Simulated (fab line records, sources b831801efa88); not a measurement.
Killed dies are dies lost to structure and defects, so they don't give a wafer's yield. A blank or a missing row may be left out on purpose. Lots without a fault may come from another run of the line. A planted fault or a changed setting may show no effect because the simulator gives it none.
Which tool did it? | flow gf180mcu | 14 lots, 42 wafers sampled, at 4 steps of a route of 602

WHAT THE GAUGES READ, wafer by wafer
GF_V5_RS_MEAS_24: measures by four-point-probe.
lot  | measured     | on            | V5_W_RS (ohm/sq)
L965 | day 28 00:56 | film_metro-01 | 0.3290 0.3338 0.3308
L964 | day 28 05:16 | film_metro-01 | 0.3299 0.3297 0.3260
L966 | day 28 15:39 | film_metro-03 | 0.3283 0.3310 0.3296
L967 | day 28 20:08 | film_metro-03 | 0.3346 0.3344 0.3317
L968 | day 29 08:20 | film_metro-01 | 0.3298 0.3322 0.3245
L969 | day 29 11:32 | film_metro-01 | 0.3268 0.3275 0.3247
L970 | day 30 01:37 | film_metro-03 | 0.3285 0.3374 0.3357
L971 | day 30 07:50 | film_metro-01 | 0.3355 0.3292 0.3342
L972 | day 30 11:27 | film_metro-01 | 0.3312 0.3310 0.3307
L973 | day 30 20:25 | film_metro-03 | 0.3304 0.3330 0.3250
L980 | day 32 20:17 | film_metro-01 | 0.3259 0.3287 0.3287
L981 | day 33 00:33 | film_metro-02 | 0.3309 0.3315 0.3334
L983 | day 33 03:08 | film_metro-01 | 0.3261 0.3274 0.3257
L985 | day 33 18:25 | film_metro-01 | 0.3300 0.3281 0.3289

GF_TOP_METAL_CD_MEAS_14: target cd 440 nm.
lot  | measured     | on        | cd_nm (nm)
L965 | day 28 21:07 | cd_sem-02 | 441.5 439.5 441.1
L964 | day 29 00:46 | cd_sem-01 | 441.8 440.3 440.9
L966 | day 29 11:42 | cd_sem-02 | 443.6 442.8 442.8
L967 | day 29 16:26 | cd_sem-02 | 440.6 442.7 439.8
L968 | day 30 03:52 | cd_sem-02 | 440.7 440.6 441.9
L969 | day 30 06:36 | cd_sem-02 | 441.9 442.7 445.7
L970 | day 30 19:49 | cd_sem-01 | 436.1 436.6 435.6
L971 | day 31 02:22 | cd_sem-01 | 439.0 438.9 438.5
L972 | day 31 05:54 | cd_sem-02 | 443.5 443.5 444.9
L973 | day 31 14:27 | cd_sem-01 | 440.6 438.2 438.2
L980 | day 33 12:35 | cd_sem-01 | 444.1 441.6 438.8
L981 | day 33 16:07 | cd_sem-01 | 441.5 441.8 441.5
L983 | day 33 19:09 | cd_sem-02 | 440.9 440.9 440.7
L985 | day 34 09:49 | cd_sem-01 | 439.1 438.6 438.2

WHICH TOOL RAN EACH LOT (tool, then ch and the chambers of the sampled wafers, then the start)
lot  | GF_HV_LDD_ETCHBACK_58              | GF_TOP_METAL_SPUTTER_00
L965 | rie_diel-02 ch 0,1,2, day 13 07:56 | pvd_sputter-03, day 28 01:24
L964 | rie_diel-02 ch 0,3, day 13 09:59   | pvd_sputter-01, day 28 05:44
L966 | rie_diel-02 ch 1,3, day 13 22:26   | pvd_sputter-03, day 28 16:08
L967 | rie_diel-03 ch 0,2,3, day 14 04:08 | pvd_sputter-01, day 28 20:35
L968 | rie_diel-04 ch 0,1,3, day 14 13:32 | pvd_sputter-02, day 29 08:46
L969 | rie_diel-04 ch 0,1,2, day 14 18:12 | pvd_sputter-02, day 29 12:01
L970 | rie_diel-04 ch 1,3, day 15 10:05   | pvd_sputter-02, day 30 02:05
L971 | rie_diel-03 ch 0,1,3, day 15 16:40 | pvd_sputter-02, day 30 08:15
L972 | rie_diel-04 ch 0,1,3, day 15 20:35 | pvd_sputter-03, day 30 11:58
L973 | rie_diel-02 ch 0,2,3, day 16 07:46 | pvd_sputter-03, day 30 20:53
L980 | rie_diel-03 ch 0,1,3, day 19 00:08 | pvd_sputter-03, day 32 20:43
L981 | rie_diel-03 ch 0,1,2, day 19 06:50 | pvd_sputter-01, day 33 01:01
L983 | rie_diel-02 ch 0,1, day 19 11:50   | pvd_sputter-02, day 33 03:37
L985 | rie_diel-02 ch 0,3, day 20 12:35   | pvd_sputter-03, day 33 18:52
- GF_HV_LDD_ETCHBACK_58: etches Si3N4 in CH3F/O2, stops on SiO2, time 100 s, target depth 90 nm.
- GF_TOP_METAL_SPUTTER_00: material Ti, target thk 37.5 nm, time 150 s.

WHAT THE TOOLS THEMSELVES READ (means of the sampled wafers that have a number; where no wafer has one, the mark that the record gives instead)
GF_HV_LDD_ETCHBACK_58.
lot  | tool        | drypump_motor_current_A (A) | oes_product_au (a.u.) | throttle_valve_pct (%)
L965 | rie_diel-02 | 6.1                         | 0.843                 | 10.556
L964 | rie_diel-02 | 6.3                         | 0.848                 | 10.576
L966 | rie_diel-02 | 6.1                         | 0.842                 | 10.573
L967 | rie_diel-03 | 5.9                         | 0.837                 | 10.566
L968 | rie_diel-04 | 6.0                         | 0.837                 | 10.563
L969 | rie_diel-04 | 5.9                         | 0.839                 | 10.558
L970 | rie_diel-04 | 6.4                         | 0.843                 | 10.565
L971 | rie_diel-03 | 5.7                         | 0.852                 | 10.570
L972 | rie_diel-04 | 6.1                         | 0.852                 | 10.567
L973 | rie_diel-02 | 6.4                         | 0.845                 | 10.555
L980 | rie_diel-03 | 5.7                         | 0.848                 | 10.567
L981 | rie_diel-03 | 5.9                         | 0.846                 | 10.554
L983 | rie_diel-02 | 5.8                         | 0.841                 | 10.567
L985 | rie_diel-02 | 6.4                         | 0.836                 | 10.565

GF_TOP_METAL_SPUTTER_00.
lot  | tool           | throttle_valve_pct (%)
L965 | pvd_sputter-03 | 29.9
L964 | pvd_sputter-01 | 29.8
L966 | pvd_sputter-03 | 29.0
L967 | pvd_sputter-01 | 29.4
L968 | pvd_sputter-02 | 30.7
L969 | pvd_sputter-02 | 29.5
L970 | pvd_sputter-02 | 30.9
L971 | pvd_sputter-02 | 29.1
L972 | pvd_sputter-03 | 29.8
L973 | pvd_sputter-03 | 29.6
L980 | pvd_sputter-03 | 29.4
L981 | pvd_sputter-01 | 28.4
L983 | pvd_sputter-02 | 30.5
L985 | pvd_sputter-03 | 29.0

THE ANSWER, worked out from the rows above alone
Rule: what is usual is taken from the lots themselves. Put in order of their means at a reading, lots are off if they are a third of the lots or fewer, leave a main group of 4 or more, and stand apart from it by a gap of 3 or more times the standard deviation of the main group's means; of several such gaps the widest counts. A main group whose means are all the same, to the digits that the tables above print for the reading, isn't used. A lot without any number at a reading at which 4 lots or more have one is off too. The other lots that the step has rows for count as sound. The gauges are gone through in route order, then the tools' own readings, and for those a lot's mean is taken as printed above. The first step at which some lot is off is used, and at that step the reading that is off furthest; a lot without a number counts as furthest.
No lot is off at any reading shown: from this, nothing can be told.

WHAT THE SIMULATOR HAD PUT IN
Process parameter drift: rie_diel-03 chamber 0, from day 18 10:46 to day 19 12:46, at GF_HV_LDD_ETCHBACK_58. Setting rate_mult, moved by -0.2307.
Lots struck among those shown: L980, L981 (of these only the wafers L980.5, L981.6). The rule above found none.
